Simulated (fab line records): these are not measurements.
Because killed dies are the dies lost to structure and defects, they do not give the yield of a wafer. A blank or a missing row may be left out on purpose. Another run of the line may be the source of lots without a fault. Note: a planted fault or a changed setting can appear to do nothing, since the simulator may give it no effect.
fab line records	flow sky130
[record] lots = 5	wafers = 15	last_day = 49
route steps=708 shown VIA3@591 METAL4@598 CAP2M@603 PAD_OPEN@708
lots that met no fault: taken from a fault-free run of the same line
start_h: start of the lot's first displayed wafer, in hours after the record's first day	wait_h: how many hours have passed since the lot's step before this one	" same as the row above	L1.1+2: a single row standing in for several wafers	- no value, or no start was given	* or withheld: withheld	< > ~ a bound
route shown NAME@n: names a module that has steps shown in the file, with the first one's number in the route	usual: the fault-free wafers' mean and standard deviation	same: alike in all rows	chamber/n: place in a boat	sites: readings site by site	_std_site: how widely they spread, as a standard deviation	_edge_site: outer sites' mean less inner sites'	radius_mm: for every site, how far away it sits from the centre of the wafer	mask NAME#n: copy n	behind: tool/chamber where the wafer was last shaped	hold: the reason the lot was held/the length of the hold in hours/how it ended	device: transistor that didn't switch, given as n, p or np	end of line: the tests these same wafers got at the end of their route	step lacking rows: just its recipe	killed: the dies lost at the first sort to structure and to defects; this is not the yield of the wafer	map: dies across one wafer; x = killed, . = not, _ = none there
set.NAME: setting as actually run; set.NAME@STEP: the setting as run at that earlier step	model.NAME: the simulator's own value behind a step, which no gauge read
lots at selected steps of the route; one table per step, one row per wafer
services: from which hour (start_h, from the record's first day; less than 0 if before it) a tool's chamber was out of use, for how many hours, and why
[[steps]]
[step SKY_VIA3_CLEAN_18]
[recipe] chemistry = IPA	time_s = 180	temp_c = 25
[step SKY_VIA3_CLEAN_19]
[recipe] chemistry = O3/DIW	dry = n2_spin
[step SKY_VIA3_SPUTTER_20]
[recipe] material = TiN	target_thk_nm = 20	chamber_pressure_pa = 5	power_w = 4000	time_s = 80
[step SKY_VIA3_CVD_21]
[recipe] material = W	target_thk_nm = 390	time_s = 117.31	temp_c = 400	pressure_torr = 40
[usual] heater_power_outer_w = 493/19	heater_power_w = 811/49
lot.wafer	tool	chamber	start_h	wait_h	heater_power_outer_w	heater_power_w
L868.4	cvd_w-01	1	940.92	0.1	505	768
L868.5	"	1	"	"	504	782
L868.6	"	0	"	"	468	781
L870.1	cvd_w-01	0	965.50	0.0	477	770
L870.4	"	0	"	"	468	753
L870.6	"	0	"	"	475	771
L871.2	cvd_w-01	1	983.74	0.0	509	778
L871.4	"	0	"	"	476	762
L871.6	"	1	"	"	507	780
L874.1	cvd_w-01	1	993.73	0.0	504	778
L874.2	"	0	"	"	478	744
L874.6	"	0	"	"	469	773
L884.4	cvd_w-02	0	1047.11	0.1	506	902
L884.5	"	1	"	"	483	796
L884.6	"	0	"	"	512	890
[step SKY_VIA3_RS_MEAS_22]
[recipe] thk_meas_gauge = four-point-probe	reads = W_of_VIA3_CVD_21+TiN_of_VIA3_SPUTTER_20
[usual] VIA3_W_RS = 0.295/0.0036
lot.wafer	tool	chamber	start_h	wait_h	VIA3_W_RS[ohm/sq]
L868.4	film_metro-02	-	941.06	0.1	0.289
L868.5	"	-	"	"	0.288
L868.6	"	-	"	"	0.296
L870.1	film_metro-01	-	965.74	0.2	0.292
L870.4	"	-	"	"	0.291
L870.6	"	-	"	"	0.294
L871.2	film_metro-01	-	983.88	0.1	0.292
L871.4	"	-	"	"	0.295
L871.6	"	-	"	"	0.292
L874.1	film_metro-03	-	993.85	0.1	0.295
L874.2	"	-	"	"	0.303
L874.6	"	-	"	"	0.298
L884.4	film_metro-01	-	1047.26	0.1	0.294
L884.5	"	-	"	"	0.295
L884.6	"	-	"	"	0.289
[step SKY_VIA3_THK_MEAS_23]
[recipe] thk_meas_gauge = xrf	reads = W_of_VIA3_CVD_21
[usual] VIA3_W_THK = 393/5.8
lot.wafer	tool	chamber	start_h	wait_h	VIA3_W_THK[nm]
L868.4	film_metro-02	-	941.15	0.1	403
L868.5	"	-	"	"	405
L868.6	"	-	"	"	395
L870.1	film_metro-01	-	965.86	0.1	396
L870.4	"	-	"	"	394
L870.6	"	-	"	"	395
L871.2	film_metro-01	-	983.99	0.1	391
L871.4	"	-	"	"	389
L871.6	"	-	"	"	394
L874.1	film_metro-03	-	993.97	0.1	396
L874.2	"	-	"	"	387
L874.6	"	-	"	"	392
L884.4	film_metro-01	-	1047.35	0.1	392
L884.5	"	-	"	"	388
L884.6	"	-	"	"	395
[step SKY_VIA3_CMP_24]
[recipe] stop_on = SiO2	t_overpolish_s = 20	down_force_psi = 3.5	platen_rpm = 60	target_thk_nm = 0	pad_velocity_m_s = 0.94248
[step SKY_METAL4_SPUTTER_00]
[recipe] material = Ti	target_thk_nm = 15	power_w = 3000	time_s = 10	chamber_pressure_pa = 0.4
[step SKY_METAL4_SPUTTER_01]
[recipe] material = TiN	target_thk_nm = 20	power_w = 6500	time_s = 16.7	chamber_pressure_pa = 0.4
[step SKY_METAL4_SPUTTER_02]
[recipe] material = AlCu	target_thk_nm = 735	power_w = 10600	time_s = 39.1	chamber_pressure_pa = 0.4
[step SKY_METAL4_SPUTTER_03]
[recipe] material = Ti	target_thk_nm = 5	power_w = 3000	time_s = 3.3	chamber_pressure_pa = 0.4
[step SKY_METAL4_SPUTTER_04]
[recipe] material = TiN	target_thk_nm = 70	power_w = 6500	time_s = 58.3	chamber_pressure_pa = 0.4
[step SKY_CAP2M_CVD_00]
[recipe] material = SiO2	target_thk_nm = 15.5	temp_c = 400	time_s = withheld	rf_w = 450
[usual] heater_power_outer_w = 453/91	heater_power_w = 777/150
lot.wafer	tool	chamber	start_h	wait_h	heater_power_outer_w	heater_power_w	model.SiO2_of_CAP2M_CVD_00.thk_nm
L868.4	pecvd-04	0	941.65	0.0	406	765	15.63
L868.5	"	1	"	"	437	700	15.33
L868.6	"	2	"	"	365	647	15.6
L870.1	pecvd-01	1	966.38	0.0	375	689	15.32
L870.4	"	2	"	"	439	779	15.59
L870.6	"	1	"	"	372	672	15.71
L871.2	pecvd-03	0	984.49	0.0	383	655	15.63
L871.4	"	0	"	"	396	640	15.82
L871.6	"	1	"	"	483	789	15.75
L874.1	pecvd-01	1	994.59	0.0	431	763	15.64
L874.2	"	2	"	"	466	816	15.35
L874.6	"	0	"	"	675	1135	21.15
L884.4	pecvd-04	1	1047.84	0.0	480	769	15.81
L884.5	"	0	"	"	411	778	16
L884.6	"	2	"	"	293	561	15.78
[step SKY_CAP2M_THK_MEAS_01]
[recipe] reads = SiO2_of_CAP2M_CVD_00
[usual] CAP2M_CVD_00_THK = 15.49/0.24
lot.wafer	tool	chamber	start_h	wait_h	CAP2M_CVD_00_THK[nm]
L868.4	film_metro-01	-	941.69	-	15.57
L868.5	"	-	"	"	15.31
L868.6	"	-	"	"	15.62
L870.1	film_metro-04	-	966.40	-	15.35
L870.4	"	-	"	"	15.62
L870.6	"	-	"	"	15.70
L871.2	film_metro-02	-	984.53	-	15.61
L871.4	"	-	"	"	15.81
L871.6	"	-	"	"	15.68
L874.1	film_metro-01	-	994.61	-	15.60
L874.2	"	-	"	"	15.31
L874.6	"	-	"	"	21.13
L884.4	film_metro-04	-	1047.88	-	15.83
L884.5	"	-	"	"	16.06
L884.6	"	-	"	"	15.81
[step SKY_CAP2M_SPUTTER_02]
[recipe] material = TiN	target_thk_nm = 200	temp_c = 300	power_w = 6500	time_s = 166.7	chamber_pressure_pa = 0.4
[usual] throttle_valve_pct = 30.1/1.2
lot.wafer	tool	chamber	start_h	wait_h	throttle_valve_pct
L868.4	pvd_sputter-04	-	941.77	0.1	31.4
L868.5	"	-	"	"	28.4
L868.6	"	-	"	"	28.5
L870.1	pvd_sputter-02	-	966.46	0.1	28.7
L870.4	"	-	"	"	30.6
L870.6	"	-	"	"	30.0
L871.2	pvd_sputter-04	-	984.58	0.0	28.0
L871.4	"	-	"	"	31.3
L871.6	"	-	"	"	31.4
L874.1	pvd_sputter-03	-	994.67	0.1	29.7
L874.2	"	-	"	"	30.7
L874.6	"	-	"	"	31.6
L884.4	pvd_sputter-03	-	1047.91	0.0	31.6
L884.5	"	-	"	"	30.8
L884.6	"	-	"	"	29.7
[step SKY_CAP2M_RS_MEAS_03]
[recipe] thk_meas_gauge = four-point-probe	reads = TiN_of_CAP2M_SPUTTER_02
[usual] CAP2M_TIN_RS = 6.93/0.078
lot.wafer	tool	chamber	start_h	wait_h	CAP2M_TIN_RS[ohm/sq]
L868.4	film_metro-04	-	941.89	0.1	6.90
L868.5	"	-	"	"	6.92
L868.6	"	-	"	"	6.89
L870.1	film_metro-04	-	966.57	0.1	6.83
L870.4	"	-	"	"	6.88
L870.6	"	-	"	"	6.88
L871.2	film_metro-04	-	984.71	0.1	6.93
L871.4	"	-	"	"	6.99
L871.6	"	-	"	"	6.84
L874.1	film_metro-02	-	994.78	0.1	7.04
L874.2	"	-	"	"	7.08
L874.6	"	-	"	"	7.07
L884.4	film_metro-04	-	1048.08	0.1	7.01
L884.5	"	-	"	"	7.00
L884.6	"	-	"	"	6.94
[step SKY_CAP2M_THK_MEAS_04]
[recipe] thk_meas_gauge = xrf	reads = TiN_of_CAP2M_SPUTTER_02
[usual] CAP2M_TIN_THK = 199.5/2.3
lot.wafer	tool	chamber	start_h	wait_h	CAP2M_TIN_THK[nm]
L868.4	film_metro-04	-	941.98	0.1	198.7
L868.5	"	-	"	"	198.3
L868.6	"	-	"	"	200.5
L870.1	film_metro-04	-	966.69	0.1	202.0
L870.4	"	-	"	"	199.9
L870.6	"	-	"	"	199.2
L871.2	film_metro-04	-	984.82	0.1	198.7
L871.4	"	-	"	"	197.0
L871.6	"	-	"	"	200.7
L874.1	film_metro-02	-	994.90	0.1	196.6
L874.2	"	-	"	"	196.0
L874.6	"	-	"	"	195.0
L884.4	film_metro-04	-	1048.17	0.1	195.9
L884.5	"	-	"	"	196.8
L884.6	"	-	"	"	197.9
[step SKY_CAP2M_DEHYDRATE_05]
[recipe] temp_c = 200	time_s = 60
[step SKY_CAP2M_HMDS_06]
[recipe] prime_time_s = 60	prime_temp_c = 120
[step SKY_CAP2M_COAT_07]
[recipe] resist = NOVOLAK	spin_rpm = 3000	resist_thk_nm = 1140
[step SKY_CAP2M_SOFTBAKE_08]
[recipe] temp_c = 90	time_s = 60	resist = NOVOLAK
[step SKY_CAP2M_EXPOSE_09]
[recipe] mask_id = CAP2M	na = 0.6	source_shape = conventional	sigma_outer = 0.6	polarization = unpolarized	target_cd_nm = 1000	dose_mj = 159
[step SKY_CAP2M_PEB_10]
[recipe] temp_c = withheld	time_s = *	resist = NOVOLAK
[step SKY_CAP2M_DEVELOP_11]
[recipe] resist = NOVOLAK	developer = TMAH	develop_time_s = 60	dev_temp_c = 23
[step SKY_CAP2M_OVL_MEAS_12]
[usual] CAP2M_OVL = -0.5/1.3
lot.wafer	tool	chamber	start_h	wait_h	CAP2M_OVL[nm]
L868.4	overlay-02	-	965.85	0.1	-1.0
L868.5	"	-	"	"	-0.4
L868.6	"	-	"	"	-0.4
L870.1	overlay-02	-	989.61	0.1	-0.7
L870.4	"	-	"	"	-2.8
L870.6	"	-	"	"	-0.7
L871.2	overlay-01	-	1007.84	0.1	-2.3
L871.4	"	-	"	"	-1.0
L871.6	"	-	"	"	-1.7
L874.1	overlay-02	-	1017.43	0.1	-1.6
L874.2	"	-	"	"	0.6
L874.6	"	-	"	"	0.9
L884.4	overlay-01	-	1069.58	0.1	0.3
L884.5	"	-	"	"	-1.5
L884.6	"	-	"	"	0.4
[step SKY_CAP2M_METAL_ETCH_13]
[recipe] target_depth_nm = 220	stop_on = SiO2	chemistry = Cl2/BCl3	target = TiN	pressure_mtorr = 10	icp_w = 900	bias_w = 48.5	Cl2_flow_sccm = 60	bcl3_flow_sccm = 30	time_s = 62.9
[usual] drypump_motor_current_A = 6.0/0.34	oes_product_au = 0.939/0.0082	throttle_valve_pct = 21.904/0.01
lot.wafer	tool	chamber	start_h	wait_h	drypump_motor_current_A	oes_product_au	rf_hours_counter_h	throttle_valve_pct
L868.4	rie_metal-02	0	965.95	0.1	5.6	0.943	-	21.906
L868.5	"	0	"	"	5.7	0.945	-	21.906
L868.6	"	0	"	"	5.6	0.947	-	21.903
L870.1	rie_metal-04	0	989.65	0.0	5.6	0.948	19	21.896
L870.4	"	0	"	"	5.6	0.939	-	21.898
L870.6	"	1	"	"	6.4	0.946	-	21.876
L871.2	rie_metal-04	1	1007.87	0.0	6.4	0.947	16	21.878
L871.4	"	0	"	"	5.6	0.934	-	21.911
L871.6	"	0	"	"	5.6	0.947	-	21.911
L874.1	rie_metal-01	1	1017.47	0.0	5.8	0.927	20	21.905
L874.2	"	0	"	"	5.8	0.916	17	21.896
L874.6	"	1	"	"	5.8	0.934	-	21.897
L884.4	rie_metal-04	1	1069.62	0.0	6.4	0.933	-	21.915
L884.5	"	1	"	"	6.5	0.930	-	21.908
L884.6	"	0	"	"	5.6	0.937	-	21.911
[step SKY_CAP2M_STRIP_14]
[recipe] chemistry = O2/N2	power_w = 1400	pressure_mtorr = 1500	platen_temp_c = withheld	o2_flow_sccm = 3000	n2_flow_sccm = 300	overash_fraction = 0.5
[usual] drypump_motor_current_A = 5.8/0.49	o2_flow_sccm = 3000/9.5	oes_product_au = 0.710/0.0042	strip_time_to_endpoint_s = 12.67/0.056
lot.wafer	tool	chamber	start_h	wait_h	drypump_motor_current_A	o2_flow_sccm	oes_product_au	rf_hours_counter_h	strip_time_to_endpoint_s
L868.4	plasma_asher-01	0	966.06	0.1	5.2	2997	0.709	-	12.71
L868.5	"	1	"	"	6.3	3001	0.707	-	12.71
L868.6	"	0	"	"	5.1	2996	0.716	-	12.70
L870.1	plasma_asher-01	1	989.72	0.1	6.3	3006	0.698	113	12.54
L870.4	"	1	"	"	6.3	3008	0.705	-	12.55
L870.6	"	0	"	"	5.2	2998	0.705	-	12.55
L871.2	plasma_asher-02	0	1007.95	0.1	6.0	2997	0.708	27	12.71
L871.4	"	0	"	"	6.0	2988	0.710	-	12.68
L871.6	"	0	"	"	6.0	2987	0.709	-	12.66
L874.1	plasma_asher-02	0	1017.55	0.1	6.0	2991	0.706	28	12.69
L874.2	"	1	"	"	5.8	3004	0.708	28	12.67
L874.6	"	0	"	"	6.0	2995	0.711	-	12.68
L884.4	plasma_asher-02	1	1069.71	0.1	5.8	2997	0.707	-	12.76
L884.5	"	0	"	"	6.0	2994	0.708	-	12.76
L884.6	"	1	"	"	5.8	3009	0.710	-	12.70
[step SKY_CAP2M_STRIP_15]
[recipe] chemistry = post_etch_residue_remover	time_s = 1200	temp_c = 72.5
[step SKY_CAP2M_CLEAN_16]
[recipe] chemistry = IPA	time_s = 180	temp_c = 25
[step SKY_CAP2M_CLEAN_17]
[recipe] chemistry = O3/DIW	dry = n2_spin
[step SKY_METAL4_DEHYDRATE_05]
[recipe] temp_c = 200	time_s = 60
[step SKY_METAL4_HMDS_06]
[recipe] prime_time_s = 60	prime_temp_c = 120
[step SKY_METAL4_COAT_07]
[recipe] resist = BARC	temp_c = withheld	time_s = withheld	spin_rpm = 3000	resist_thk_nm = 60
[step SKY_METAL4_COAT_08]
[recipe] resist = KrF-thick	spin_rpm = 3000	resist_thk_nm = 1140
[step SKY_METAL4_SOFTBAKE_09]
[recipe] temp_c = 100	time_s = 90	resist = KrF-thick
[step SKY_METAL4_EXPOSE_10]
[recipe] mask_id = MM4	na = 0.68	source_shape = annular	sigma_inner = 0.4	sigma_outer = 0.8	target_cd_nm = 300	dose_mj = 28
[step SKY_METAL4_PEB_11]
[recipe] peb_temp_c = withheld	peb_time_s = withheld	resist = KrF-thick
[step SKY_METAL4_DEVELOP_12]
[recipe] develop_time_s = 60	resist = KrF-thick	dev_temp_c = 21
[step SKY_METAL4_CD_MEAS_13]
[recipe] target_cd_nm = 300
[usual] cd_nm = 299.9/1.4
lot.wafer	tool	chamber	start_h	wait_h	cd_nm
L868.4	cd_sem-01	-	990.46	-	301.3
L868.5	"	-	"	"	300.5
L868.6	"	-	"	"	299.8
L870.1	cd_sem-02	-	1013.10	-	301.9
L870.4	"	-	"	"	302.2
L870.6	"	-	"	"	302.1
L871.2	cd_sem-01	-	1031.35	-	298.6
L871.4	"	-	"	"	299.0
L871.6	"	-	"	"	298.4
L874.1	cd_sem-02	-	1040.60	-	298.9
L874.2	"	-	"	"	299.0
L874.6	"	-	"	"	299.4
L884.4	cd_sem-01	-	1091.46	-	301.3
L884.5	"	-	"	"	300.6
L884.6	"	-	"	"	299.6
[step SKY_METAL4_OVL_MEAS_14]
[usual] METAL4_OVL = -2/5.2
lot.wafer	tool	chamber	start_h	wait_h	METAL4_OVL[nm]
L868.4	overlay-01	-	990.54	0.1	-4
L868.5	"	-	"	"	-2
L868.6	"	-	"	"	-2
L870.1	overlay-01	-	1013.22	0.1	-3
L870.4	"	-	"	"	10
L870.6	"	-	"	"	-1
L871.2	overlay-01	-	1031.45	0.1	6
L871.4	"	-	"	"	-5
L871.6	"	-	"	"	-5
L874.1	overlay-02	-	1040.72	0.1	0
L874.2	"	-	"	"	-5
L874.6	"	-	"	"	-5
L884.4	overlay-01	-	1091.54	0.1	-3
L884.5	"	-	"	"	-1
L884.6	"	-	"	"	-5
[step SKY_METAL4_DESCUM_15]
[recipe] chemistry = O2	source_power_w = 150	bias_power_w = 0	pressure_mtorr = 10	temp_c = 40	time_s = 8
[usual] drypump_motor_current_A = 5.8/0.42	oes_product_au = 1.008/0.011
lot.wafer	tool	chamber	start_h	wait_h	drypump_motor_current_A	oes_product_au	rf_hours_counter_h
L868.4	rie_metal-01	1	990.56	0.0	5.8	1.010	-
L868.5	"	1	"	"	5.8	1.002	-
L868.6	"	0	"	"	5.8	1.013	-
L870.1	rie_metal-03	0	1013.25	0.0	6.6	1.013	24
L870.4	"	1	"	"	5.1	1.001	-
L870.6	"	0	"	"	6.6	1.012	-
L871.2	rie_metal-03	1	1031.49	0.0	5.1	1.018	-
L871.4	"	1	"	"	5.1	1.020	-
L871.6	"	1	"	"	5.1	1.011	-
L874.1	rie_metal-02	0	1040.75	0.0	5.6	1.020	15
L874.2	"	1	"	"	6.4	0.984	11
L874.6	"	0	"	"	5.6	1.011	-
L884.4	rie_metal-02	0	1091.56	0.0	5.6	1.000	-
L884.5	"	0	"	"	5.6	1.006	-
L884.6	"	1	"	"	6.3	0.983	-
[step SKY_METAL4_ETCH_16]
[recipe] chemistry = N2/H2	target = BARC	ion_energy_ev = 200	bias_w = 100	pressure_mtorr = 30	n2_flow_sccm = 100	h2_flow_sccm = 200	icp_w = 500	stop_on = SiO2	time_s = 88.2	target_depth_a = 600
[step SKY_METAL4_ETCH_17]
[recipe] target = SiO2	stop_on = TiN	chemistry = C4F8/O2/Ar	source_w = 1500	bias_w = 1200	pressure_mtorr = 40	c4f8_flow_sccm = withheld	O2_flow_sccm = 6	Ar_flow_sccm = 300	time_s = 3.9	target_depth_a = 150
[usual] oes_product_au = 0.754/0.0076
lot.wafer	tool	chamber	start_h	wait_h	oes_product_au	rf_hours_counter_h	model.etch.depth_nm
L868.4	rie_diel-04	0	990.68	0.0	0.759	29	15.63
L868.5	"	1	"	"	0.749	-	15.33
L868.6	"	2	"	"	0.761	-	15.6
L870.1	rie_diel-03	0	1013.38	0.1	0.755	18	15.32
L870.4	"	3	"	"	0.757	8	15.59
L870.6	"	2	"	"	0.757	-	15.71
L871.2	rie_diel-03	0	1031.74	0.1	0.753	18	15.63
L871.4	"	2	"	"	0.758	24	15.82
L871.6	"	0	"	"	0.754	-	15.75
L874.1	rie_diel-03	3	1040.88	0.1	0.763	9	15.64
L874.2	"	0	"	"	0.755	19	15.35
L874.6	"	2	"	"	0.891	-	21.15
L884.4	rie_diel-03	2	1091.68	0.0	0.768	1	15.81
L884.5	"	2	"	"	0.772	-	16
L884.6	"	1	"	"	0.766	-	15.78
[step SKY_PAD_OPEN_PROBE_99]
[usual] defect_limited_yield = 82.3/2	killed_at_M0_to_M3 = 44/7.5	killed_at_M4_up = 2.9/1.8	killed_at_contacts = 24/5.1	killed_at_front_end = 16/4.7	killed_at_other = 0.3/0.46	killed_dies = 87/9.9	killed_on_rim = 17/4.5	killed_open = 47/8	killed_short = 39/6.3
[same] gross_dies = 492	killed_at_back_side = 0
lot.wafer	tool	chamber	start_h	wait_h	defect_limited_yield[%]	killed_at_M0_to_M3	killed_at_M4_up	killed_at_contacts	killed_at_front_end	killed_at_other	killed_dies	killed_on_rim	killed_open	killed_short	model.etest.tester.sort_n_pass	model.etest.tester.sort_bin_5_pct	model.etest.tester.sort_yield_pct	model.etest.cap_mim2.bv_v	model.etest.cap_mim2.leak_log10_a_cm2	model.etest.cap_mim2.c_ff_um2	model.etest.tester.sort_bin_8_pct
L868.4	prober-01	-	1085.65	0.2	79.5	49	2	30	20	0	101	23	49	52	391	11.79	79.47	14	-8.969	2.339	0
L868.5	prober-01	-	1085.70	0.2	81.5	41	5	29	16	0	91	21	49	42	401	11.18	81.5	13.73	-8.767	2.363	0
L868.6	prober-01	-	1085.75	0.2	82.1	45	1	25	16	1	88	20	47	41	404	11.79	82.11	13.75	-9.226	2.342	0
L870.1	prober-01	-	1103.70	0.1	79.1	51	2	28	22	0	103	19	57	46	389	13.21	79.06	14.1	-8.879	2.37	0
L870.4	prober-01	-	1103.85	0.2	80.1	53	1	28	16	0	98	13	55	43	394	12.4	80.08	14.14	-9.08	2.327	0
L870.6	prober-01	-	1103.95	0.2	82.7	41	0	29	14	1	85	20	46	38	407	9.35	82.72	14.33	-9.017	2.32	0
L871.2	prober-02	-	1122.55	0.1	84.3	38	1	17	21	0	77	15	36	41	415	11.18	84.35	13.67	-9.105	2.333	0
L871.4	prober-02	-	1122.65	0.2	81.1	58	5	13	17	0	93	9	48	45	399	11.99	81.1	14.48	-9.13	2.292	0
L871.6	prober-02	-	1122.75	0.2	84.6	39	3	22	11	1	76	13	32	43	416	9.553	84.55	14.21	-9.151	2.295	0
L874.1	prober-01	-	1130.35	0.1	80.3	45	5	31	15	1	97	20	57	39	395	11.18	80.28	14.05	-9.052	2.325	0
L874.2	prober-01	-	1130.40	0.1	83.9	36	2	20	20	1	79	23	34	44	413	9.35	83.94	13.76	-8.94	2.38	0
L874.6	prober-01	-	1130.60	0.2	83.9	42	3	25	9	0	79	17	51	28	103	70.94	20.93	18.49	-10.06	1.72	3.135e-10
L884.4	prober-01	-	1174.62	0.2	81.1	37	6	27	23	0	93	31	51	42	399	12.2	81.1	14.49	-8.966	2.298	0
L884.5	prober-01	-	1174.67	0.2	82.5	35	3	23	25	0	86	9	43	42	406	11.38	82.52	14.68	-8.941	2.281	0
L884.6	prober-01	-	1174.72	0.2	82.9	38	2	25	19	0	84	16	49	35	408	10.77	82.93	14.46	-9.049	2.292	0
// killed by level:class
L868.4 VIA1:geometric_particle:open=13 CONTACT:geometric_particle:open=10 METAL2:geometric_particle:short=8 LI_CONTACT:geometric_particle:open=7 CONTACT:geometric_particle:short=7 VIA2:geometric_particle:open=7 POLY_GATE:geometric_particle:short=5 FIELD_ISO:geometric_particle:short=5
L868.5 VIA1:geometric_particle:open=11 CONTACT:geometric_particle:open=9 CONTACT:geometric_particle:short=8 LI_CONTACT:geometric_particle:open=6 VIA2:geometric_particle:open=5 FIELD_ISO:geometric_particle:open=4 FIELD_ISO:geometric_particle:short=4 METAL4:geometric_particle:short=4
L868.6 LI_CONTACT:geometric_particle:open=10 CONTACT:geometric_particle:open=10 METAL1:geometric_particle:short=7 METAL3:geometric_particle:short=7 FIELD_ISO:geometric_particle:short=6 VIA1:geometric_particle:open=6 VIA2:geometric_particle:open=6 VIA3:geometric_particle:open=6
L870.1 VIA1:geometric_particle:open=14 CONTACT:geometric_particle:open=8 POLY_GATE:geometric_particle:short=7 VIA2:geometric_particle:open=7 POLY_GATE:geometric_particle:open=6 VIA3:geometric_particle:open=6 FIELD_ISO:geometric_particle:open=5 LI_CONTACT:geometric_particle:open=5
L870.4 VIA1:geometric_particle:open=18 CONTACT:geometric_particle:open=9 VIA3:geometric_particle:open=7 LI_CONTACT:geometric_particle:short=6 METAL2:geometric_particle:short=5 LI_CONTACT:geometric_particle:open=5 CONTACT:geometric_particle:short=5 METAL1:geometric_particle:short=4
L870.6 CONTACT:geometric_particle:open=9 METAL2:geometric_particle:short=9 VIA1:geometric_particle:open=9 LI_CONTACT:geometric_particle:open=8 VIA2:geometric_particle:open=5 VIA1:geometric_particle:short=5 LOCAL_INTERCONNECT:geometric_particle:short=4 METAL1:geometric_particle:short=4
L871.2 VIA1:geometric_particle:open=9 FIELD_ISO:geometric_particle:short=6 POLY_GATE:geometric_particle:short=6 VIA1:geometric_particle:short=6 VIA2:geometric_particle:open=6 CONTACT:geometric_particle:open=5 METAL2:geometric_particle:short=5 VIA3:geometric_particle:open=5
L871.4 VIA1:geometric_particle:open=15 METAL3:geometric_particle:short=8 VIA3:geometric_particle:open=7 VIA1:geometric_particle:short=7 METAL1:geometric_particle:short=6 VIA2:geometric_particle:open=6 POLY_GATE:geometric_particle:open=5 METAL4:geometric_particle:short=5
L871.6 VIA1:geometric_particle:open=9 CONTACT:geometric_particle:open=8 LOCAL_INTERCONNECT:geometric_particle:short=6 VIA1:geometric_particle:short=6 METAL3:geometric_particle:short=5 METAL2:geometric_particle:short=5 VIA3:geometric_particle:open=5 CONTACT:geometric_particle:short=5
L874.1 CONTACT:geometric_particle:open=12 VIA3:geometric_particle:open=11 LI_CONTACT:geometric_particle:open=8 VIA2:geometric_particle:open=7 LOCAL_INTERCONNECT:geometric_particle:short=6 METAL2:geometric_particle:short=6 METAL1:geometric_particle:short=5 FIELD_ISO:geometric_particle:open=4
L874.2 CONTACT:geometric_particle:open=9 METAL2:geometric_particle:short=7 VIA1:geometric_particle:short=7 VIA2:geometric_particle:open=7 CONTACT:geometric_particle:short=6 FIELD_ISO:geometric_particle:open=4 VIA1:geometric_particle:open=4 VIA3:geometric_particle:short=4
L874.6 VIA1:geometric_particle:open=13 LI_CONTACT:geometric_particle:open=11 CONTACT:geometric_particle:open=8 VIA3:geometric_particle:open=7 METAL1:geometric_particle:short=6 METAL2:geometric_particle:short=5 VIA2:geometric_particle:open=5 CONTACT:geometric_particle:short=3
L884.4 CONTACT:geometric_particle:open=11 POLY_GATE:geometric_particle:short=8 VIA3:geometric_particle:open=7 LI_CONTACT:geometric_particle:open=6 POLY_GATE:geometric_particle:open=5 METAL1:geometric_particle:short=5 VIA1:geometric_particle:open=5 FIELD_ISO:geometric_particle:open=4
L884.5 POLY_GATE:geometric_particle:short=10 VIA1:geometric_particle:open=8 LI_CONTACT:geometric_particle:open=8 FIELD_ISO:geometric_particle:short=7 VIA2:geometric_particle:open=7 CONTACT:geometric_particle:open=6 CONTACT:geometric_particle:short=5 VIA3:geometric_particle:open=4
L884.6 VIA1:geometric_particle:open=13 CONTACT:geometric_particle:open=8 LI_CONTACT:geometric_particle:open=6 FIELD_ISO:geometric_particle:short=5 POLY_GATE:geometric_particle:short=5 LOCAL_INTERCONNECT:geometric_particle:short=5 VIA2:geometric_particle:open=5 FIELD_ISO:geometric_particle:open=4
[[services]]
tool	chamber	start_h	hours	kind
pvd_sputter-03	-	919.19	7.1	repair
rie_metal-01	-	921.75	2.8	pm
pecvd-03	-	923.83	0.5	repair
pecvd-04	2	925.80	11.5	repair
pvd_sputter-03	-	941.96	1.0	repair
pecvd-04	2	942.44	6.2	repair
pvd_sputter-03	-	945.83	4.2	repair
pecvd-04	-	950.42	28.1	pm
cvd_w-01	1	962.51	17.1	repair
rie_metal-02	1	962.79	3.4	repair
rie_diel-03	3	969.87	3.9	repair
pecvd-01	-	973.58	1.4	repair
pecvd-04	-	983.20	14.6	pm
cvd_w-01	-	987.04	6.0	pm
pvd_sputter-03	-	999.96	16.8	repair
pecvd-04	-	1007.63	1.1	repair
plasma_asher-01	-	1030.18	3.7	repair
pecvd-01	-	1030.56	2.0	repair
cvd_w-01	1	1033.00	10.3	repair
plasma_asher-01	-	1055.25	9.0	pm
pecvd-04	-	1057.90	6.0	pm
cvd_w-01	-	1061.72	2.3	repair
pecvd-01	1	1081.79	3.8	repair
pecvd-04	-	1088.09	4.6	repair
[[key]]
[first_sign] step = SKY_CAP2M_THK_MEAS_01	reading = CAP2M_CVD_00_THK	direction = up	sigmas = 23	usual = 15.49	struck = 21.13
[effect] step = SKY_METAL4_ETCH_17	reading = oes_product_au	direction = up	sigmas = 18	usual = 0.754	struck = 0.891
[model_effect] step = SKY_CAP2M_CVD_00	value = SiO2_of_CAP2M_CVD_00.thk_nm	without = 15.65	struck = 21.15
[model_effect] step = SKY_METAL4_ETCH_17	value = etch.depth_nm	without = 15.65	struck = 21.15
[model_effect] step = SKY_PAD_OPEN_PROBE_99	value = etest.tester.sort_n_pass	without = 413	struck = 103
met_at SKY_CAP2M_CVD_00
struck_wafers L874.6
onset_between 966.38 994.59
[fault] kind = process_parameter_drift	tool = pecvd-01	chamber = -	onset_h = 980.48	steps = SKY_CAP2M_CVD_00	channel = target_thk_nm	offset = 5.455	shape = step	end_h = 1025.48	scope = struck_wafers_only	acts_in = these_recipes_only	stated = 15.5
